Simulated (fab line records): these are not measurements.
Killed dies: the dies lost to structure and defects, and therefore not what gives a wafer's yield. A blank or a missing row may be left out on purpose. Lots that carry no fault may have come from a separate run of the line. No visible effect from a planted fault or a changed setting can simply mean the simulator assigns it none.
Which of the tools did it? | flow sky130 | 6 lots with 18 wafers sampled at 2 steps, on a route of 708 steps

WHAT EACH GAUGE READ, for each wafer
SKY_SD_P_CD_MEAS_07: the cd target is 380 nm.
lot  | measured     | on        | cd-nm (nm)
L689 | day 25 15:55 | cd-sem-01 | 376.9 379.6 379.9
L694 | day 27 09:41 | cd-sem-01 | 380.6 380.8 379.5
L698 | day 29 02:06 | cd-sem-02 | 380.8 382.4 380.6
L702 | day 30 11:14 | cd-sem-02 | 379.8 379.2 379.8
L708 | day 32 01:14 | cd-sem-02 | 383.7 383.2 383.6
L710 | day 32 18:08 | cd-sem-01 | 384.4 386.7 387.0

WHICH TOOL RAN EACH LOT (tool, then ch and the chambers of the sampled wafers, then the start)
lot  | SKY_SD_P_EXPOSE_04
L689 | iline-stepper-02 ch 0, day 25 01:14
L694 | iline-stepper-02 ch 0, day 26 19:44
L698 | iline-stepper-02 ch 0, day 28 12:37
L702 | iline-stepper-02 ch 0, day 29 21:48
L708 | iline-stepper-02 ch 0, day 31 11:46
L710 | iline-stepper-02 ch 0, day 32 05:07
- SKY_SD_P_EXPOSE_04: exposes mask PSDM, target cd 380 nm.

THE ANSWER, worked out from the rows above alone
Rule: what is usual is taken from the lots themselves. Put in order of their means at a reading, lots are off if they are a third of the lots or fewer, leave a main group of 4 or more, and stand apart from it by a gap of 3 or more times the standard deviation of the main group's means; of several such gaps the widest counts. The tables above print the reading to a certain number of digits; a main group whose means all agree to those digits is not used. A lot without any number at a reading at which 4 lots or more have one is off too. All remaining lots with rows at the step are treated as sound.
Across all readings shown, no lot is off: no conclusion can be drawn from this.

WHAT HAD BEEN PUT IN BY THE SIMULATOR
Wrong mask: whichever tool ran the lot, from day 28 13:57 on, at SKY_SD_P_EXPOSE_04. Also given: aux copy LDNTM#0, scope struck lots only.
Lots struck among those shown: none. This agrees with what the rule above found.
